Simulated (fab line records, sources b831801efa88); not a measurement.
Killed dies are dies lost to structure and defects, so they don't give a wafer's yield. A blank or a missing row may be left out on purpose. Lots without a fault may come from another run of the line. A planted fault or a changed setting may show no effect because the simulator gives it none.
Which tool did it? | flow sky130 | 12 lots, 36 wafers sampled, at 1 step of a route of 708

WHAT THE GAUGES READ, wafer by wafer
SKY_POLY_GATE_THK_MEAS_01.
lot  | measured     | on            | POLY_GATE_CVD_00_THK (nm)
L075 | day 14 02:15 | film_metro-02 | 179.6 178.6 178.0
L077 | day 14 20:08 | film_metro-02 | 180.9 179.4 180.0
L079 | day 15 15:58 | film_metro-01 | 179.3 180.3 181.3
L081 | day 16 10:38 | film_metro-01 | 178.0 176.9 177.4
L083 | day 17 05:01 | film_metro-02 | 179.8 179.6 180.6
L085 | day 17 15:52 | film_metro-01 | 181.1 179.9 180.1
L087 | day 18 11:41 | film_metro-02 | 180.4 179.7 180.6
L089 | day 19 04:34 | film_metro-01 | 176.8 179.1 178.4
L091 | day 20 07:56 | film_metro-04 | 182.5 182.0 181.3
L092 | day 20 23:29 | film_metro-01 | 178.9 181.4 179.5
L094 | day 21 09:59 | film_metro-02 | 177.1 176.3 177.7
L097 | day 22 04:54 | film_metro-02 | 178.8 179.0 179.0

WHICH TOOL RAN EACH LOT (tool, then ch and the chambers of the sampled wafers, then the start)
The record holds no process step before these readings.

THE ANSWER, worked out from the rows above alone
Rule: what is usual is taken from the lots themselves. Put in order of their means at a reading, lots are off if they are a third of the lots or fewer, leave a main group of 4 or more, and stand apart from it by a gap of 3 or more times the standard deviation of the main group's means; of several such gaps the widest counts. A main group whose means are all the same, to the digits that the tables above print for the reading, isn't used. A lot without any number at a reading at which 4 lots or more have one is off too. The other lots that the step has rows for count as sound.
No lot is off at any reading shown: from this, nothing can be told.

WHAT THE SIMULATOR HAD PUT IN
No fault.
